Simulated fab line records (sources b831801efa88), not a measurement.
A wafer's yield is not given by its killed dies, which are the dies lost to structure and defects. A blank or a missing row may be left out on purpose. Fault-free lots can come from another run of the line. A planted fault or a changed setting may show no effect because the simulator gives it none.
Which tool is to blame? ; flow sky130 ; 39 wafers from 13 lots sampled at 5 of the route's 708 steps

WHAT EACH GAUGE READ, for each wafer
SKY_NWELL_RS_MEAS_31: the measuring method here is four-point-probe.
lot;measured;on;PWDE_RS (ohm/sq)
L101;day 5 07:20;film_metro-03;5276 5264 5269
L104;day 6 02:11;film_metro-02;5265 5296 5264
L105;day 6 03:55;film_metro-03;5272 5259 5261
L106;day 6 11:49;film_metro-03;5267 5264 5279
L110;day 8 09:57;film_metro-03;5271 5284 5266
L117;day 9 11:13;film_metro-02;5264 5269 5263
L119;day 9 18:38;film_metro-02;5247 5264 5261
L118;day 9 20:53;film_metro-02;5285 5297 5282
L120;day 10 05:14;film_metro-01;5279 5275 5289
L121;day 10 11:41;film_metro-03;5289 5297 5292
L122;day 10 19:38;film_metro-01;5288 5297 5300
L123;day 11 00:03;film_metro-01;5283 5282 5293
L124;day 11 02:28;film_metro-01;5284 5282 5271

SKY_VT_ADJUST_LVTN_TW_MEAS_21.
lot;measured;on;VT_ADJUST_LVTN_2_TW
L101;day 7 16:26;film_metro-01;188.6 189.4 188.9
L104;day 8 13:32;film_metro-04;188.5 189.5 188.5
L105;day 8 17:14;film_metro-03;231.3 232.0 232.8
L106;day 8 23:55;film_metro-04;188.1 188.9 188.8
L110;day 11 02:37;film_metro-04;229.4 228.1 229.4
L117;day 12 08:31;film_metro-01;188.9 189.3 188.9
L119;day 12 15:40;film_metro-01;189.4 190.1 189.9
L118;day 12 18:23;film_metro-04;188.6 188.9 187.8
L120;day 13 03:59;film_metro-01;188.9 189.4 190.2
L121;day 13 11:26;film_metro-01;190.0 189.0 189.8
L122;day 13 19:46;film_metro-04;188.7 189.7 189.6
L123;day 14 01:20;film_metro-03;190.6 190.2 190.3
L124;day 14 04:52;film_metro-01;189.8 189.9 190.0

SKY_VT_ADJUST_HVTR_OVL_MEAS_08.
lot;measured;on;VT_ADJUST_HVTR_OVL (nm)
L101;day 9 07:46;overlay-01;0.9 0.0 2.3
L104;day 10 06:20;overlay-01;2.3 1.8 0.7
L105;day 10 10:13;overlay-02;1.3 1.1 2.5
L106;day 10 18:40;overlay-02;1.3 -0.8 -0.3
L110;day 13 01:26;overlay-02;-0.2 1.1 0.6
L117;day 14 11:02;overlay-02;0.6 2.8 2.1
L119;day 14 19:24;overlay-01;-1.5 -1.3 -0.3
L118;day 14 22:37;overlay-01;-1.0 -1.7 -0.3
L120;day 15 08:44;overlay-02;2.9 0.6 0.8
L121;day 15 17:52;overlay-02;2.9 3.3 1.9
L122;day 16 00:14;overlay-01;0.5 1.0 1.7
L123;day 16 07:25;overlay-01;1.9 0.1 -0.6
L124;day 16 10:11;overlay-02;2.6 -0.9 1.7

SKY_SONOS_ONO_THK_MEAS_01.
lot;measured;on;SONOS_ONO_OXIDATION_THK (nm)
L101;day 11 07:27;film_metro-01;2.68 2.69 2.60
L104;day 12 08:01;film_metro-04;2.57 2.59 2.59
L105;day 12 11:40;film_metro-02;2.70 2.68 2.70
L106;day 12 20:22;film_metro-02;2.61 2.64 2.68
L110;day 15 09:55;film_metro-04;2.63 2.56 2.68
L117;day 16 20:25;film_metro-02;2.59 2.57 2.58
L119;day 17 05:07;film_metro-01;2.66 2.61 2.66
L118;day 17 07:54;film_metro-01;2.62 2.62 2.68
L120;day 17 19:34;film_metro-04;2.50 2.59 2.59
L121;day 18 06:15;film_metro-04;2.64 2.54 2.59
L122;day 18 11:39;film_metro-04;2.55 2.55 2.55
L123;day 18 22:36;film_metro-02;2.52 2.56 2.60
L124;day 18 22:36;film_metro-04;2.55 2.49 2.57

TOOL THAT RAN EACH LOT (tool first, then ch and the chambers of the sampled wafers, then the start)
lot;SKY_VT_ADJUST_LVTN_IMPLANT_19
L101;implanter-03 ch 0, day 7 16:11
L104;implanter-01 ch 0, day 8 13:17
L105;implanter-03 ch 0, day 8 16:40
L106;implanter-03 ch 0, day 8 23:40
L110;implanter-02 ch 0, day 11 01:58
L117;implanter-03 ch 0, day 12 08:17
L119;implanter-02 ch 0, day 12 15:26
L118;implanter-03 ch 0, day 12 18:08
L120;implanter-02 ch 0, day 13 03:44
L121;implanter-01 ch 0, day 13 11:11
L122;implanter-03 ch 0, day 13 19:31
L123;implanter-03 ch 0, day 14 01:05
L124;implanter-02 ch 0, day 14 04:35
- SKY_VT_ADJUST_LVTN_IMPLANT_19

AS READ BY THE TOOLS THEMSELVES (means over the sampled wafers that have a number; for cases with no such wafer, the mark the record gives instead)
SKY_VT_ADJUST_LVTN_IMPLANT_19.
lot;tool;beam_on_s (s);faraday_current_uA
L101;implanter-03;9.91;3.70
L104;implanter-01;9.93;3.69
L105;implanter-03;9.75;3.75
L106;implanter-03;10.08;3.64
L110;implanter-02;10.12;3.62
L117;implanter-03;9.93;3.70
L119;implanter-02;9.88;3.71
L118;implanter-03;10.12;3.62
L120;implanter-02;10.02;3.66
L121;implanter-01;9.97;3.67
L122;implanter-03;10.14;3.63
L123;implanter-03;10.24;3.58
L124;implanter-02;10.10;3.62

THE ANSWER, worked out from the rows above alone
Rule: the usual values come from the lots themselves. The widest of any qualifying gaps counts: lots, ordered by their means at a reading, are off when they make up no more than a third of the lots, leave a main group of 4 or more, and stand apart from it by 3 or more times the standard deviation of that group's means. If all means in a main group match to the digits the tables above print for the reading, that group is not used. Also off: a lot with no number at a reading for which 4 or more lots have one. All remaining lots with rows at the step are treated as sound. After the gauges, taken in route order, come the tools' own readings; for these a lot's mean is taken, as printed above. At the first step where some lot is off, the reading lying furthest off is the one used; lots without a number count as furthest.
Off: L105, L110, seen at SKY_VT_ADJUST_LVTN_TW_MEAS_21 (VT_ADJUST_LVTN_2_TW). Mean 189.3 and standard deviation 0.57 in the main group.
If a tool, at a process step before that reading, ran all the lots that are off and no sound lot after the first of them, it fits. Those tools and the gauges at SKY_VT_ADJUST_LVTN_TW_MEAS_21 are tried in the same way. No candidate that was tried fits.

WHAT THE SIMULATOR PUT IN
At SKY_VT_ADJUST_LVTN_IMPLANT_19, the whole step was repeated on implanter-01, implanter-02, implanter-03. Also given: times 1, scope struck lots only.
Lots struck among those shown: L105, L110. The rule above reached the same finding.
